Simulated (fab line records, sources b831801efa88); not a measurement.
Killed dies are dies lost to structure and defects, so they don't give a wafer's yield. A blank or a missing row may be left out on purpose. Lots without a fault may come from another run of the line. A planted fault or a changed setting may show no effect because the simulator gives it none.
Problem report in the 8D (eight disciplines) form, filled by code | flow gf180mcu | the parts of the form that need people (team, actions taken, sign-off) are left out

1. THE PROBLEM
chamber_pressure_pa at GF_M4_SPUTTER_04 reads a mean of 0.4363 Pa on 6 wafers of 2 lots; wafers without a fault read 0.3999 Pa with a standard deviation of 0.00078. That is +47 standard deviations from the usual mean.
The step: material TiN, target thk 50 nm, time 41.7 s.
First seen on wafer L974.1, day 27 11:16, on pvd_sputter-01. The record holds 42 wafers of 14 lots with a number at this step. Rule for "out", or "out of limits": more than 4 standard deviations from the usual mean. The other wafers with a number count as sound.

2. WHAT IT IS AND WHAT IT IS NOT
question                    | is                     | is not
which readings at this step | chamber_pressure_pa    | throttle_valve_pct
which lots                  | L974, L975             | L960, L961, L962, L963, L964, L966, L967, L968, L969, L970, L979, L981
which wafers of those lots  | all that have a number | -
read on which tools         | pvd_sputter-01         | pvd_sputter-02, pvd_sputter-04
when                        | from day 27 11:16      | up to then (30 sound wafers); but 6 sound wafers of L979, L981 came after

3. SUSPECTS, AND WHAT RULES EACH OUT
Counting: a tool at a process step up to the reading stays a suspect if it ran every lot that is out and no sound lot after the first of them.
- pvd_sputter-01 at GF_M4_SPUTTER_04 (material TiN, target thk 50 nm, time 41.7 s): kept. It ran every lot that is out, first L974 (day 27 11:16), and no sound lot after that; its last sound lot up to then is L969 (day 26 04:53). Its own readings are out on those wafers: chamber_pressure_pa.
Left after counting: pvd_sputter-01 at GF_M4_SPUTTER_04.

4. THE CAUSE (what the simulator had put in)
Process parameter drift: pvd_sputter-01, from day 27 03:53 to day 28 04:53, at GF_M4_SPUTTER_04. Setting chamber_pressure_pa, moved by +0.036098, from 0.4. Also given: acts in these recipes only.
Counting left only this tool.

5. THE CHAIN OF EFFECTS, in route order
Each row: a reading whose mean over the struck wafers that have a number lies more than 3 standard deviations from the usual. Only readings for which the record gives a usual standard deviation are gone through. hours: the time from each lot's start at the first step in this table that gives one to its start at this step, as a median over the lots. sigmas: the change in usual standard deviations.
hours | step             | reading             | usual     | on struck wafers | change  | sigmas
0     | GF_M4_SPUTTER_04 | chamber_pressure_pa | 0.3999 Pa | 0.4363           | +0.0364 | +47
The process steps in it:
- GF_M4_SPUTTER_04: material TiN, target thk 50 nm, time 41.7 s.

6. WHAT WOULD HAVE CAUGHT IT SOONER
In this record the first reading out of limits was taken at day 27 11:16, 7 hours after the fault began at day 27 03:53.
